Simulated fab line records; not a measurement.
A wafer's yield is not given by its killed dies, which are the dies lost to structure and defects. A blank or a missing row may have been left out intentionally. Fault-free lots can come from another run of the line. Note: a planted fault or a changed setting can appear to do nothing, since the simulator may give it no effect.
Chamber matching / flow sky130 / SKY_VIA3_CMP_02 on cmp-02 has 4 sister chambers
The step polishes SiO2. 16 wafers are shown with their chamber, then 8 later ones without.

WAFERS PAIRED WITH THEIR CHAMBERS
wafer=L308.1; chamber=3; motor_current_A (A)=12.0; head_pressure_psi (psi)=3.998; edge_zone_pressure_frac=1.000
wafer=L308.4; chamber=2; motor_current_A (A)=12.4; head_pressure_psi (psi)=3.975; edge_zone_pressure_frac=0.990
wafer=L308.6; chamber=2; motor_current_A (A)=12.2; head_pressure_psi (psi)=3.986; edge_zone_pressure_frac=0.989
wafer=L309.4; chamber=2; motor_current_A (A)=12.8; head_pressure_psi (psi)=4.002; edge_zone_pressure_frac=0.997
wafer=L309.5; chamber=2; motor_current_A (A)=12.3; head_pressure_psi (psi)=4.001; edge_zone_pressure_frac=1.000
wafer=L309.6; chamber=1; motor_current_A (A)=10.6; head_pressure_psi (psi)=4.001; edge_zone_pressure_frac=0.994
wafer=L310.2; chamber=0; motor_current_A (A)=10.1; head_pressure_psi (psi)=4.003; edge_zone_pressure_frac=0.992
wafer=L310.5; chamber=2; motor_current_A (A)=12.1; head_pressure_psi (psi)=4.007; edge_zone_pressure_frac=1.005
wafer=L310.6; chamber=3; motor_current_A (A)=12.9; head_pressure_psi (psi)=3.985; edge_zone_pressure_frac=0.998
wafer=L311.2; chamber=1; motor_current_A (A)=12.1; head_pressure_psi (psi)=3.979; edge_zone_pressure_frac=0.997
wafer=L311.4; chamber=0; motor_current_A (A)=10.1; head_pressure_psi (psi)=4.006; edge_zone_pressure_frac=1.003
wafer=L311.6; chamber=3; motor_current_A (A)=12.5; head_pressure_psi (psi)=4.011; edge_zone_pressure_frac=1.006
wafer=L314.1; chamber=0; motor_current_A (A)=11.1; head_pressure_psi (psi)=3.999; edge_zone_pressure_frac=1.007
wafer=L314.5; chamber=2; motor_current_A (A)=12.3; head_pressure_psi (psi)=4.008; edge_zone_pressure_frac=1.003
wafer=L314.6; chamber=3; motor_current_A (A)=12.1; head_pressure_psi (psi)=4.000; edge_zone_pressure_frac=0.996
wafer=L315.2; chamber=0; motor_current_A (A)=10.2; head_pressure_psi (psi)=4.013; edge_zone_pressure_frac=0.990

SIGNATURES (means of the wafers above)
reading=motor_current_A; chamber 0=10.375; chamber 1=11.350; chamber 2=12.350; chamber 3=12.375; scatter within a chamber=0.469
reading=head_pressure_psi; chamber 0=4.00525; chamber 1=3.99000; chamber 2=3.99650; chamber 3=3.99850; scatter within a chamber=0.0114
reading=edge_zone_pressure_frac; chamber 0=0.99800; chamber 1=0.99550; chamber 2=0.99733; chamber 3=1.00000; scatter within a chamber=0.00638
Rule: a wafer's distance from a chamber is the root of the sum, over the readings, of the square of ((its reading less the chamber's mean) divided by the reading's scatter). If the next closest chamber is less than 2 further off than the closest, the wafer can't be placed; otherwise it belongs to the closest. The scatter: take each reading less its chamber's mean, square it, sum over the shown wafers, divide by the number of wafers less the number of chambers, and take the root.

WAFERS WITH NO CHAMBER GIVEN
wafer=L315.3; motor_current_A (A)=12.5; head_pressure_psi (psi)=3.986; edge_zone_pressure_frac=0.997
wafer=L315.4; motor_current_A (A)=11.4; head_pressure_psi (psi)=4.000; edge_zone_pressure_frac=0.998
wafer=L322.3; motor_current_A (A)=12.7; head_pressure_psi (psi)=3.995; edge_zone_pressure_frac=0.998
wafer=L322.4; motor_current_A (A)=10.3; head_pressure_psi (psi)=4.013; edge_zone_pressure_frac=0.998
wafer=L322.5; motor_current_A (A)=12.0; head_pressure_psi (psi)=3.991; edge_zone_pressure_frac=1.002
wafer=L326.1; motor_current_A (A)=11.6; head_pressure_psi (psi)=4.008; edge_zone_pressure_frac=0.995
wafer=L326.3; motor_current_A (A)=11.8; head_pressure_psi (psi)=3.994; edge_zone_pressure_frac=0.997
wafer=L326.5; motor_current_A (A)=12.3; head_pressure_psi (psi)=3.990; edge_zone_pressure_frac=0.984

THE CHAMBER EACH PASSED THROUGH
wafer=L315.3; from the rows above=can't be placed: 2 or 3 or 1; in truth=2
wafer=L315.4; from the rows above=can't be placed: 1 or 2 or 3 or 0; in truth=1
wafer=L322.3; from the rows above=can't be placed: 2 or 3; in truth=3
wafer=L322.4; from the rows above=0; in truth=0
wafer=L322.5; from the rows above=can't be placed: 3 or 2 or 1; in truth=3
wafer=L326.1; from the rows above=can't be placed: 1 or 2 or 3 or 0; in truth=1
wafer=L326.3; from the rows above=can't be placed: 1 or 2 or 3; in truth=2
wafer=L326.5; from the rows above=can't be placed: 2 or 3 or 1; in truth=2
Correct placement for 1 of the 8. Unplaceable from these rows: 7, with the true chamber sitting among the candidates in 7. Placed wrongly: 0.
